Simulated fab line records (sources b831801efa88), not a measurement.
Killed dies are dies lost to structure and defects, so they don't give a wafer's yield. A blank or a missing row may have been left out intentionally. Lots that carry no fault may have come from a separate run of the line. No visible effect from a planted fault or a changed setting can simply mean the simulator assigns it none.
Split-lot experiment + flow sfq line + 5 lots, 27 wafers read, on a route of 325 steps

## SPLIT DETAILS
At SFQ_TRILAYER_I1_VIA_BARC_OPEN_VIA_ETCH_071 (etches BARC in O2, target depth 125 nm, time 41.7 s), the setting time s was moved away from the recipe's 41.7 s on 6 of the 27 wafers read, by -40.0% to -21.7%. The other wafers ran this setting at the recipe's value.

Reading taken at the split's own step.

## THE READING
oes product au, in a.u., at SFQ_TRILAYER_I1_VIA_BARC_OPEN_VIA_ETCH_071 (etches BARC in O2, target depth 125 nm, time 41.7 s). On this fab line, fault-free wafers typically give 0.684 a.u. with a standard deviation of 0.0043 a.u.

| wafer  | tool, chamber at the split | time s as run, s | against the recipe | oes product au, a.u. | against lot-mates on the recipe |
|--------|----------------------------|------------------|--------------------|----------------------|---------------------------------|
| L074.1 | rie diel-02, 2             | 41.7             | recipe             | 0.679                | -                               |
| L074.2 | rie diel-02, 0             | 41.7             | recipe             | 0.682                | -                               |
| L074.3 | rie diel-02, 3             | 41.7             | recipe             | 0.691                | -                               |
| L074.4 | rie diel-02, 3             | 41.7             | recipe             | 0.685                | -                               |
| L074.5 | rie diel-02, 2             | 41.7             | recipe             | 0.681                | -                               |
| L074.6 | rie diel-02, 0             | 41.7             | recipe             | 0.686                | -                               |
| L076.1 | rie diel-02, 0             | 41.7             | recipe             | 0.692                | -                               |
| L076.2 | rie diel-02, 2             | 41.7             | recipe             | 0.693                | -                               |
| L076.5 | rie diel-02, 3             | 41.7             | recipe             | 0.686                | -                               |
| L078.1 | rie diel-03, 0             | 41.7             | recipe             | 0.685                | -                               |
| L078.2 | rie diel-03, 2             | 41.7             | recipe             | 0.688                | -                               |
| L078.3 | rie diel-03, 1             | 41.7             | recipe             | 0.684                | -                               |
| L078.4 | rie diel-03, 3             | 25.01            | -40.0%             | 0.886                | +0.200                          |
| L078.5 | rie diel-03, 2             | 25.01            | -40.0%             | 0.886                | +0.200                          |
| L078.6 | rie diel-03, 3             | 25.01            | -40.0%             | 0.891                | +0.205                          |
| L083.1 | rie diel-03, 0             | 32.67            | -21.7%             | 0.768                | +0.085                          |
| L083.2 | rie diel-03, 3             | 32.67            | -21.7%             | 0.764                | +0.081                          |
| L083.3 | rie diel-03, 2             | 41.7             | recipe             | 0.679                | -                               |
| L083.4 | rie diel-03, 1             | 41.7             | recipe             | 0.684                | -                               |
| L083.5 | rie diel-03, 0             | 41.7             | recipe             | 0.686                | -                               |
| L083.6 | rie diel-03, 3             | 32.67            | -21.7%             | 0.767                | +0.084                          |
| L084.1 | rie diel-04, 2             | 41.7             | recipe             | 0.689                | -                               |
| L084.2 | rie diel-04, 3             | 41.7             | recipe             | 0.680                | -                               |
| L084.3 | rie diel-04, 1             | 41.7             | recipe             | 0.679                | -                               |
| L084.4 | rie diel-04, 0             | 41.7             | recipe             | 0.686                | -                               |
| L084.5 | rie diel-04, 1             | 41.7             | recipe             | 0.678                | -                               |
| L084.6 | rie diel-04, 2             | 41.7             | recipe             | 0.683                | -                               |

THE FIT
A straight line over all 27 wafers: oes product au changes by -0.00482 a.u. for each +1% of time s; r = -0.99; the points scatter about the line by 0.0094 a.u.
The same after taking each lot's own level away (the mean of its wafers on the recipe; 27 wafers): -0.00481 a.u. for each +1%; r = -0.99; scatter 0.0085 a.u.
That fit puts the effect of the largest move of time s on the reading at 0.19 a.u.
From 0.6825 to 0.6903 a.u.: that is the span of the lots' own levels, equal to 1.8 times the standard deviation above.
The two slopes agree, so the slope changes little with the lot-to-lot level.
Check: +0.188 a.u. against its lot-mates is what the line predicts for one of the wafers moved furthest among these (-40.0%) when that wafer is left out of the fit. Against them it came out at +0.2 a.u.
Tool readings at the split's step, against how far the setting was moved: oes product au r = -0.99.

## OTHER SPLITS APPLIED TO THESE WAFERS
Other splits were also applied to these wafers ahead of the reading. Each is held against what the fit with the lots' levels taken away leaves over:
| other split on the same wafers                | wafers away from the commonest value | r with oes product au (lot level and that fit taken away) |
|-----------------------------------------------|--------------------------------------|-----------------------------------------------------------|
| SFQ_TRILAYER_INCOMING_OXIDATION_002 ox time s | 21                                   | +0.01                                                     |
| SFQ_TRILAYER_L0_CAP_PECVD_011 time s          | 6                                    | -0.03                                                     |
| SFQ_TRILAYER_M0_DEP_SPUTTER_019 time s        | 9                                    | +0.15                                                     |
| SFQ_TRILAYER_M1_DEP_SPUTTER_037 time s        | 9                                    | +0.16                                                     |

## THE WHOLE CHAIN: every reading that the file lists as answering this split, in the file's order
| step                                       | what it does                                          | reading                                                                                       | change (the file's fit)                   | r (the file's) |
|--------------------------------------------|-------------------------------------------------------|-----------------------------------------------------------------------------------------------|-------------------------------------------|----------------|
| SFQ_TRILAYER_I1_VIA_BARC_OPEN_VIA_ETCH_071 | etches BARC in O2, target depth 125 nm, time 41.7 s   | oes product au                                                                                | -0.00478 a.u. for each +1% of the setting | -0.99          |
| SFQ_TRILAYER_I1_VIA_BARC_OPEN_VIA_ETCH_071 | etches BARC in O2, target depth 125 nm, time 41.7 s   | KrF_of_TRILAYER_I1_VIA_LITHO_COAT_049.thk nm (the simulator's own value, which no gauge read) | -0.488 nm for each +1% of the setting     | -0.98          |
| SFQ_TRILAYER_I1_VIA_ETCH_VIA_ETCH_052      | etches SiO2 in CHF3, stops on Nb, target depth 260 nm | KrF_of_TRILAYER_I1_VIA_LITHO_COAT_049.thk nm (the simulator's own value, which no gauge read) | -0.446 nm for each +1% of the setting     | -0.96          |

## FILE'S OWN FIT
oes product au changes by -0.00478 a.u. for each +1% of time s, r = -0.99.
